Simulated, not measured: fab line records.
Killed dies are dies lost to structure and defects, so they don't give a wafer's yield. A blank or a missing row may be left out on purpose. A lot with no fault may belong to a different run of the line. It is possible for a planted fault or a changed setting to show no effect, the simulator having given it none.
Which tool is to blame? :: flow sky130 :: 6 lots, 18 wafers sampled, at 2 steps of a route of 708

WHAT EACH GAUGE READ, for each wafer
SKY_NWELL_TW_MEAS_15.
lot: L907
measured: day 5 05:17
on: film_metro-01
NWELL_TW: 1792 1797 1796

lot: L909
measured: day 5 13:05
on: film_metro-04
NWELL_TW: 1847 1840 1852

lot: L911
measured: day 5 23:49
on: film_metro-01
NWELL_TW: 1617 1641 1638

lot: L915
measured: day 7 00:53
on: film_metro-01
NWELL_TW: 1789 1793 1798

lot: L922
measured: day 8 17:58
on: film_metro-01
NWELL_TW: 1790 1795 1793

lot: L928
measured: day 10 08:18
on: film_metro-02
NWELL_TW: 1796 1786 1797

EACH LOT AND THE TOOL THAT RAN IT (in order: tool; ch and the chambers of the sampled wafers; start)
lot: L907
SKY_NWELL_IMPLANT_11: implanter-04 ch 0, day 5 04:45

lot: L909
SKY_NWELL_IMPLANT_11: implanter-04 ch 0, day 5 12:33

lot: L911
SKY_NWELL_IMPLANT_11: implanter-04 ch 0, day 5 23:17

lot: L915
SKY_NWELL_IMPLANT_11: implanter-01 ch 0, day 7 00:20

lot: L922
SKY_NWELL_IMPLANT_11: implanter-03 ch 0, day 8 17:25

lot: L928
SKY_NWELL_IMPLANT_11: implanter-01 ch 0, day 10 07:45
- SKY_NWELL_IMPLANT_11

THE ANSWER, worked out from the rows above alone
Rule: usual is defined by the lots themselves. Put in order of their means at a reading, lots are off if they are a third of the lots or fewer, leave a main group of 4 or more, and stand apart from it by a gap of 3 or more times the standard deviation of the main group's means; of several such gaps the widest counts. If all means in a main group match to the digits the tables above print for the reading, that group is not used. Also off: a lot with no number at a reading for which 4 or more lots have one. The other lots that the step has rows for count as sound.
Off: L911, at SKY_NWELL_TW_MEAS_15 (NWELL_TW). Mean 1804 and standard deviation 21 in the main group.
If a tool, at a process step before that reading, ran all the lots that are off and no sound lot after the first of them, it fits. The gauges at SKY_NWELL_TW_MEAS_15 are tried like those tools. One fits: SKY_NWELL_IMPLANT_11 on implanter-04. A fault onset in the window from L909 (day 5 12:33, its last sound lot) to L911 (day 5 23:17, its first lot off) fits.

WHAT THE SIMULATOR HAD INSERTED
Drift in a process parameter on implanter-04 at SKY_NWELL_IMPLANT_11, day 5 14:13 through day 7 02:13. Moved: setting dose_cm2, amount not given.
Struck lots among those shown: L911. The same result came from the rule above.
